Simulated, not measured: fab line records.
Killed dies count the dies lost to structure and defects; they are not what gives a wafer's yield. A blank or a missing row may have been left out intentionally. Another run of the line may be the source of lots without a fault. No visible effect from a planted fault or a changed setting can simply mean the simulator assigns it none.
Struck lot and sound lot, side by side :: flow sky130 :: 16 steps out of a route of 708
Sound: the wafers L904.2, L904.4, L904.5. Struck: wafers L915.1, L915.3, L915.6. Last of all comes the cause.
Each step with rows lists, per side, the tool, then ch with its chambers, then its first start. Under that, the readings that differ: sound wafers :: struck wafers :: difference of the means :: sigmas: that difference in standard deviations of wafers without a fault.
alike: readings with means less than 2 such deviations apart, plus words and numbers identical on both sides. not compared: withheld readings, readings lacking a value on some wafer, bounds such as >300 that could conceal the same value, and numbers that have no deviation in the record and whose values overlap.
The two part at a step that has a row with sigmas, a row that says differs or no value, or rows on one side only. Numbers that have no deviation but don't overlap get no sigmas and don't part them. A reading that every wafer of one side lacks parts them only if that side has two wafers or more.

SKY_VIA2_BOW_MEAS_03:
  struck on film metro-04, day 39 16:27; sound on film metro-01, day 35 22:15
  alike: VIA2_BOW
then, 8 steps without rows for these wafers: SKY_VIA2_DEHYDRATE_04 (time 60 s); SKY_VIA2_HMDS_05 (prime time 60 s); SKY_VIA2_COAT_06 (resist thk 60 nm); SKY_VIA2_COAT_07 (resist thk 450 nm); SKY_VIA2_SOFTBAKE_08 (time 90 s); SKY_VIA2_EXPOSE_09 (exposes mask VIM2, target cd 200 nm); SKY_VIA2_PEB_10; SKY_VIA2_DEVELOP_11 (develop time 60 s).
SKY_VIA2_CD_MEAS_12 targets a cd of 200 nm.
  struck on cd sem-01, day 40 18:11; sound on cd sem-02, day 36 23:53
  alike: cd nm
SKY_VIA2_OVL_MEAS_13:
  struck on overlay-01, day 40 18:18; sound on overlay-02, day 36 23:59
  alike: VIA2_OVL
SKY_VIA2_ETCH_14: etches BARC in N2/H2, stops on SiO2, time 45.9 s, target depth 60 nm.
  sound on rie diel-03 ch 0,2,3, day 37 00:01; struck on rie diel-04 ch 0,2,3, day 40 18:20
  alike: bias w, chamber pressure mTorr, drypump motor current A, oes product au, throttle valve pct
  not compared: rf hours counter h
SKY_VIA2_ETCH_15: etches SiO2 in C4F8/O2/Ar, stops on TiN, target depth 546 nm, time 84 s.
  sound on rie diel-03 ch 0,2,3, day 37 00:04; struck on rie diel-04 ch 0,2,3, day 40 18:23
reading: bias w (W)
sound: 1201 1197 1201
struck: 1721 1719 1719
difference: +520
sigmas: +99 or more

reading: model.KrF-thick_of_VIA2_COAT_07.thk nm (nm)
sound: 284 284.1 285.1
struck: 269.3 268.1 273.8
difference: -14.0
sigmas: 

reading: model.TiN_of_METAL2_SPUTTER_04.thk nm (nm)
sound: 69.34 69.27 69.02
struck: 66.69 66.59 66.03
difference: -2.77
sigmas: 
  alike: chamber pressure mTorr, oes product au
  not compared: rf hours counter h
SKY_VIA2_STRIP_16: strips in O2/N2.
  sound on plasma asher-02 ch 0,1, day 37 00:08; struck on plasma asher-03 ch 0,1, day 40 18:26
reading: strip time to endpoint s (s)
sound: 4.04 4.06 4.08
struck: 3.90 3.87 3.95
difference: -0.15
sigmas: -5
  alike: chamber pressure mTorr, drypump motor current A, oes product au
  not compared: rf hours counter h
then, 1 step without rows for these wafers: SKY_VIA2_STRIP_17 (strips in post etch residue remover, time 1200 s).
-- the record jumps here: 9 days lie between the struck wafers' starts before and after (it left off in module VIA2 and takes up again in module PAD_OPEN, whose first step shown is number 708 of the route) --
SKY_PAD_OPEN_PROBE_99:
  rows exist in the record for the struck wafers here (prober-01, day 49 09:04), but not for the sound ones

== WHERE THEY PART ==
Earliest at SKY_VIA2_ETCH_15; latest, in this record, at SKY_PAD_OPEN_PROBE_99.

WHY: the cause the simulator had injected
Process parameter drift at SKY_VIA2_ETCH_15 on rie diel-04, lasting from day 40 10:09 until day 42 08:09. Setting bias w shifted by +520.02 from 1200. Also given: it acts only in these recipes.
